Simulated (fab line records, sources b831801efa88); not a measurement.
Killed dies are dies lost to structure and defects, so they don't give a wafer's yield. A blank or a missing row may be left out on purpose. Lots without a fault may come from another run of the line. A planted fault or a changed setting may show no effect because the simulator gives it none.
Which tool did it? | flow sky130 | 13 lots, 39 wafers sampled, at 5 steps of a route of 708

WHAT THE GAUGES READ, wafer by wafer
SKY_SONOS_ONO_CD_MEAS_13: target cd 410 nm. Usual: cd_nm 410.2 nm, standard deviation 2.3.
lot  | measured     | on        | cd_nm (nm)        | flag
L184 | day 12 23:55 | cd_sem-01 | 416.2 414.0 412.6 |
L183 | day 13 00:11 | cd_sem-02 | 411.7 413.7 411.3 |
L185 | day 13 09:52 | cd_sem-01 | 410.9 411.1 410.2 |
L190 | day 14 23:05 | cd_sem-01 | 409.8 407.9 409.9 |
L189 | day 14 23:19 | cd_sem-01 | 410.5 410.9 412.7 |
L191 | day 15 08:59 | cd_sem-02 | 411.4 410.8 411.0 |
L192 | day 15 18:02 | cd_sem-02 | 407.5 407.1 405.6 |
L193 | day 15 23:35 | cd_sem-01 | 409.4 410.0 409.4 |
L194 | day 16 07:37 | cd_sem-02 | 410.5 408.0 408.0 |
L198 | day 17 21:58 | cd_sem-01 | 405.0 403.1 404.8 |
L199 | day 18 04:30 | cd_sem-01 | 407.8 410.5 406.0 |
L205 | day 20 02:58 | cd_sem-01 | 410.4 409.8 410.7 |
L206 | day 20 15:52 | cd_sem-02 | 411.1 410.9 410.2 |

SKY_LDD_HVN_TW_MEAS_10. Usual: LDD_HVN_TW 1437, standard deviation 7.1.
lot  | measured     | on            | LDD_HVN_TW     | flag
L184 | day 20 14:46 | film_metro-03 | 1430 1433 1424 |
L183 | day 20 15:02 | film_metro-03 | 1428 1435 1430 |
L185 | day 21 03:11 | film_metro-03 | 1437 1430 1427 |
L190 | day 22 21:38 | film_metro-01 | 1446 1437 1447 |
L189 | day 22 23:16 | film_metro-03 | 1445 1439 1439 |
L191 | day 23 09:51 | film_metro-03 | 1427 1424 1432 |
L192 | day 23 20:49 | film_metro-03 | 1438 1435 1432 |
L193 | day 24 03:29 | film_metro-01 | 1439 1445 1444 |
L194 | day 24 09:56 | film_metro-03 | 1433 1438 1438 |
L198 | day 25 22:05 | film_metro-03 | 1427 1438 1431 |
L199 | day 26 04:46 | film_metro-01 | 1432 1434 1435 |
L205 | day 27 22:58 | film_metro-02 | 1438 1444 1438 |
L206 | day 28 10:04 | film_metro-01 | 1451 1446 1449 |

SKY_LDD_HVP_OVL_MEAS_07. Usual: LDD_HVP_OVL -0.2 nm, standard deviation 1.5.
lot  | measured     | on         | LDD_HVP_OVL (nm) | flag
L184 | day 21 20:59 | overlay-02 | 0.4 0.3 1.9      |
L183 | day 21 21:14 | overlay-01 | 2.1 0.0 1.8      |
L185 | day 22 10:22 | overlay-01 | -1.7 -2.1 -0.4   |
L190 | day 24 03:58 | overlay-02 | 1.7 2.2 0.5      |
L189 | day 24 05:43 | overlay-02 | 1.4 -1.4 0.0     |
L191 | day 24 15:26 | overlay-02 | 0.1 0.1 0.9      |
L192 | day 25 02:08 | overlay-01 | 0.1 -1.3 0.9     |
L193 | day 25 09:00 | overlay-01 | 0.2 1.2 0.4      |
L194 | day 25 15:02 | overlay-02 | 0.2 0.4 -0.7     |
L198 | day 27 02:51 | overlay-02 | 0.0 -0.2 -1.1    |
L199 | day 27 09:20 | overlay-01 | -2.3 -1.1 -0.4   |
L205 | day 29 02:56 | overlay-01 | -1.3 -0.2 -0.3   |
L206 | day 29 13:49 | overlay-01 | 1.9 3.2 3.2      |

WHICH TOOL RAN EACH LOT (tool, then ch and the chambers of the sampled wafers, then the start)
lot  | SKY_LDD_HVN_COAT_02               | SKY_LDD_HVN_STRIP_09
L184 | litho_track-04 ch 0, day 19 22:38 | plasma_asher-04 ch 1, day 20 14:40
L183 | litho_track-01 ch 0, day 19 23:07 | plasma_asher-03 ch 0,1, day 20 14:56
L185 | litho_track-04 ch 0, day 20 11:22 | plasma_asher-01 ch 0,1, day 21 03:05
L190 | litho_track-01 ch 0, day 22 06:49 | plasma_asher-03 ch 0,1, day 22 21:31
L189 | litho_track-04 ch 0, day 22 08:46 | plasma_asher-04 ch 0, day 22 23:10
L191 | litho_track-01 ch 0, day 22 18:24 | plasma_asher-03 ch 0,1, day 23 09:44
L192 | litho_track-03 ch 0, day 23 05:14 | plasma_asher-01 ch 0,1, day 23 20:43
L193 | litho_track-01 ch 0, day 23 11:58 | plasma_asher-03 ch 0,1, day 24 03:23
L194 | litho_track-03 ch 0, day 23 18:54 | plasma_asher-03 ch 0,1, day 24 09:50
L198 | litho_track-01 ch 0, day 25 06:55 | plasma_asher-03 ch 0,1, day 25 21:59
L199 | litho_track-01 ch 0, day 25 13:40 | plasma_asher-03 ch 0,1, day 26 04:41
L205 | litho_track-03 ch 0, day 27 08:48 | plasma_asher-03 ch 0,1, day 27 22:52
L206 | litho_track-04 ch 0, day 27 20:07 | plasma_asher-03 ch 0,1, day 28 09:58
- SKY_LDD_HVN_COAT_02: resist thk 300 nm.
- SKY_LDD_HVN_STRIP_09: strips in O2/N2.

WHAT THE TOOLS THEMSELVES READ (means of the sampled wafers that have a number; where no wafer has one, the mark that the record gives instead)
SKY_LDD_HVN_COAT_02. Usual: spin_speed_rpm 3000.1 rpm, standard deviation 1.9.
lot  | tool           | spin_speed_rpm (rpm) | flag
L184 | litho_track-04 | 3002.1               |
L183 | litho_track-01 | 3000.5               |
L185 | litho_track-04 | 3001.3               |
L190 | litho_track-01 | 2999.7               |
L189 | litho_track-04 | 2997.8               |
L191 | litho_track-01 | 2998.9               |
L192 | litho_track-03 | 3001.0               |
L193 | litho_track-01 | 2999.7               |
L194 | litho_track-03 | 3001.1               |
L198 | litho_track-01 | 3181.2               | OFF
L199 | litho_track-01 | 3180.3               | OFF
L205 | litho_track-03 | 3000.3               |
L206 | litho_track-04 | 3003.5               |

SKY_LDD_HVN_STRIP_09. Usual: drypump_motor_current_A 5.7 A, standard deviation 0.6; oes_product_au 0.408 a.u., standard deviation 0.0047; strip_time_to_endpoint_s 4.132 s, standard deviation 0.013.
lot  | tool            | drypump_motor_current_A (A) | oes_product_au (a.u.) | strip_time_to_endpoint_s (s) | flag
L184 | plasma_asher-04 | 4.9                         | 0.411                 | 4.116                        |
L183 | plasma_asher-03 | 5.6                         | 0.412                 | 4.141                        |
L185 | plasma_asher-01 | 6.2                         | 0.408                 | 4.127                        |
L190 | plasma_asher-03 | 5.2                         | 0.407                 | 4.114                        |
L189 | plasma_asher-04 | 6.0                         | 0.416                 | 4.143                        |
L191 | plasma_asher-03 | 5.6                         | 0.409                 | 4.122                        |
L192 | plasma_asher-01 | 6.4                         | 0.410                 | 4.140                        |
L193 | plasma_asher-03 | 5.2                         | 0.408                 | 4.147                        |
L194 | plasma_asher-03 | 5.6                         | 0.410                 | 4.132                        |
L198 | plasma_asher-03 | 5.6                         | 0.406                 | 4.025                        | OFF
L199 | plasma_asher-03 | 5.6                         | 0.400                 | 4.011                        | OFF
L205 | plasma_asher-03 | 5.6                         | 0.408                 | 4.136                        |
L206 | plasma_asher-03 | 5.6                         | 0.409                 | 4.129                        |

THE ANSWER, worked out from the rows above alone
Rule: a lot is off if the mean of its wafers that have a number lies more than 3 standard deviations from the usual mean. A lot without any number at a reading at which 4 lots or more have one is off too. The other lots that the step has rows for count as sound. The gauges are gone through in route order, then the tools' own readings, and for those a lot's mean is taken as printed above. The first step at which some lot is off is used, and at that step the reading that is off furthest; a lot without a number counts as furthest.
Off: L198, L199, at SKY_LDD_HVN_COAT_02 (spin_speed_rpm).
A tool fits if, at that step or a process step before it, it ran every lot that is off, and no sound lot after the first of them. One fits: litho_track-01 at SKY_LDD_HVN_COAT_02. Its last sound lot is L193 (day 23 11:58), its first lot that is off L198 (day 25 06:55): a fault that began between those two fits.
The tool's own readings at SKY_LDD_HVN_COAT_02 bear it out: on the lots that are off they differ by more than 5 times the standard deviation of the sound lots' means. spin_speed_rpm reads 3180.8 rpm there against 3000.5 rpm on the sound lots.

WHAT THE SIMULATOR HAD PUT IN
Process parameter drift: litho_track-01, from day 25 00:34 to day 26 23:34, at SKY_LDD_HVN_COAT_02. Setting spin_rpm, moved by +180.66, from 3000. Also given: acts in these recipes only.
Lots struck among those shown: L198, L199. The rule above found the same.
